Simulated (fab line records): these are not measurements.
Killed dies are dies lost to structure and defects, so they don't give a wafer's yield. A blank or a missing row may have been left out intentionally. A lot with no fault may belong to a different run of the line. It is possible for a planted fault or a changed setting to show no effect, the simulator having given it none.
Code-filled problem report in 8D (eight disciplines) form / flow sky130 / the parts of the form that need people (team, actions taken, sign-off) are left out

== 1. WHAT WENT WRONG ==
PWDE_TW at SKY_PWDE_TW_MEAS_10 reads a mean of 396 on 6 wafers of 2 lots; wafers without a fault read 375 with a standard deviation of 3.7. That puts it +5.7 standard deviations away from the usual mean.
Earliest sighting: wafer L660.1 on filmMetro-04 at day 8 08:06. The record holds 33 wafers of 11 lots with a number at this step. The rule behind "out" and "out of limits": a value lying over 4 standard deviations away from the usual mean. The rest of the wafers with a number are treated as sound.

== 2. WHAT IT IS, WHAT IT ISN'T ==
question=which readings at this step | is=PWDE_TW | is not=-
question=which lots | is=L660, L663 | is not=L642, L645, L648, L649, L652, L654, L655, L656, L664
question=which wafers of those lots | is=all that have a number | is not=-
question=read on which gauges | is=filmMetro-01, filmMetro-04 | is not=filmMetro-02
question=when | is=from day 8 08:06 | is not=up to then (24 sound wafers); but 3 sound wafers of L664 came after

== 3. WHAT RULES OUT EACH SUSPECT ==
Counting: a tool at any process step up to the reading remains a suspect when it ran all the lots that are out and ran no sound lot after the first of those.
- the gauge at SKY_PWDE_TW_MEAS_10 is ruled out. 2 gauges (filmMetro-01, filmMetro-04) read the wafers that are out.
- implanter-01 at SKY_PWDE_IMPLANT_08: kept. All lots that are out passed through it, beginning with L660 at day 8 07:51, and no sound lot followed; its final sound lot before that point was L656 at day 7 07:50. Its own doseIonsCm2, faradayCurrentUA readings are out on those wafers.
- plasmaAsher-03 at SKY_PWDE_STRIP_09 (strips in O2/N2): kept. All lots that are out passed through it, beginning with L660 at day 8 08:00, and no sound lot followed; its final sound lot before that point was L656 at day 7 07:58.
What counting leaves: implanter-01 at SKY_PWDE_IMPLANT_08 and plasmaAsher-03 at SKY_PWDE_STRIP_09.

== 4. THE CAUSE (what the simulator had put in) ==
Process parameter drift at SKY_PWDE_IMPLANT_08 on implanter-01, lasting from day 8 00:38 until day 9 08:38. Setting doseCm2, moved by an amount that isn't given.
Counting leaves 2 suspects; this tool is one of them.

== 5. THE CHAIN OF EFFECTS, in route order ==
Each row: a reading where the mean over the struck wafers with a number is more than 3 standard deviations away from the usual. Scope: only readings with a usual standard deviation given in the record; hours: median across lots of the time from each lot's start at the first step in this table that gives one to its start at this step; sigmas: change in usual standard deviations.
hours=0; step=SKY_PWDE_IMPLANT_08; reading=doseIonsCm2; usual=3.6e+12; on struck wafers=4.4e+12; change=+8.3e+11; sigmas=+99 or more
hours=0; step=SKY_PWDE_IMPLANT_08; reading=faradayCurrentUA; usual=20.3; on struck wafers=25.2; change=+4.9; sigmas=+13
hours=0; step=SKY_PWDE_TW_MEAS_10; reading=PWDE_TW; usual=375; on struck wafers=396; change=+21; sigmas=+5.7
hours=50; step=SKY_NWELL_RS_MEAS_31; reading=PWDE_RS; usual=5281 ohm/sq; on struck wafers=4493; change=-788; sigmas=-38
It contains these process steps:
- SKY_PWDE_IMPLANT_08

== 6. WHAT WOULD HAVE CAUGHT IT SOONER ==
Counted from the fault's start at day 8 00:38, it took 7 hours until the first out-of-limits reading at a measuring or inspecting step in this record, taken at day 8 08:06.
At SKY_PWDE_IMPLANT_08, the tool's own readings (doseIonsCm2, faradayCurrentUA) were out on each struck wafer the step has a row for, so an alarm limit on them would have fired on the first such wafer.
Lots out: 2; of these, L663 started SKY_PWDE_IMPLANT_08 on implanter-01 after day 8 08:06. Putting the tool on hold at that point would have spared it.
